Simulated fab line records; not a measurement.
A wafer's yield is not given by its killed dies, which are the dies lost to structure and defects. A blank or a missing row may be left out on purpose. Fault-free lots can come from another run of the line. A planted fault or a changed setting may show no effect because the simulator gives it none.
2 desks looking at one fault / flow gf180mcu / only its own numbers are on each desk; what lay behind them is given at the end

AT THE TOOL OWNER'S DESK: cmp-02
The tool's own readings at GF_V4_CMP_04 (polishes SiO2): means of the sampled wafers that have a number, for each lot that ran on this tool. If a lot's mean is further than 4 standard deviations from the usual mean, the lot is out of limits and carries the mark OUT (the distance appears in the brackets).
Columns: A = motor_current_A at GF_V4_CMP_04, usual 12.0 A; B = time_to_endpoint_s at GF_V4_CMP_04, usual 82 s
lot=L289; first seen here=day 24 22:09; A=12.9; B=87
lot=L294; first seen here=day 26 15:09; A=13.2; B=54 (-4.8) OUT
lot=L306; first seen here=day 29 22:34; A=12.4; B=76
lot=L307; first seen here=day 30 07:01; A=12.4; B=84
This desk's verdict: out of limits on L294, starting with L294 at day 26 15:09 (time_to_endpoint_s at GF_V4_CMP_04). In limits: L289, L306, L307.

THE METROLOGY DESK
What the gauges read for every lot (on any tool): the sampled wafers with a number, averaged. If a lot's mean is further than 4 standard deviations from the usual mean, the lot is out of limits and carries the mark OUT (the distance appears in the brackets).
Columns: A = M4_ALCU_RS at GF_M4_RS_MEAS_05, usual 0.0699 ohm/sq; B = V4_BOW at GF_V4_BOW_MEAS_05, usual 137 um
lot=L286; first seen here=day 21 22:42; A=0.0696; B=136
lot=L287; first seen here=day 23 06:44; A=0.0691; B=129
lot=L288; first seen here=day 23 22:25; A=0.0699; B=140
lot=L289; first seen here=day 23 23:22; A=0.0702; B=135
lot=L294; first seen here=day 25 17:47; A=0.0696; B=136
lot=L301; first seen here=day 28 02:13; A=0.0703; B=145
lot=L303; first seen here=day 28 04:49; A=0.0705; B=141
lot=L305; first seen here=day 28 20:54; A=0.0698; B=134
lot=L306; first seen here=day 29 02:07; A=0.0699; B=132
lot=L307; first seen here=day 29 11:19; A=0.0700; B=130
lot=L308; first seen here=day 29 13:53; A=0.0699; B=147
lot=L309; first seen here=day 29 19:30; A=0.0687; B=139
This desk found nothing out of limits on any of the 12 lots.

PUT TOGETHER
An alarm could have come from the tool owner's desk at day 26 15:09, on L294.
Nothing out of limits was seen by the metrology desk.
The metrology desk has L294 on record, within its limits.
GF_V4_CMP_04 was run on cmp-02 by each of the lots named.

WHAT HAD BEEN PUT IN BY THE SIMULATOR
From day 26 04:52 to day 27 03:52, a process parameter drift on cmp-02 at GF_V4_CMP_04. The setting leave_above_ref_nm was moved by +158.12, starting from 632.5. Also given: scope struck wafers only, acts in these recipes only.
Struck lots among those shown: L294.
Each desk's first reading out of limits, in hours after the fault started: the tool owner's desk, 10.
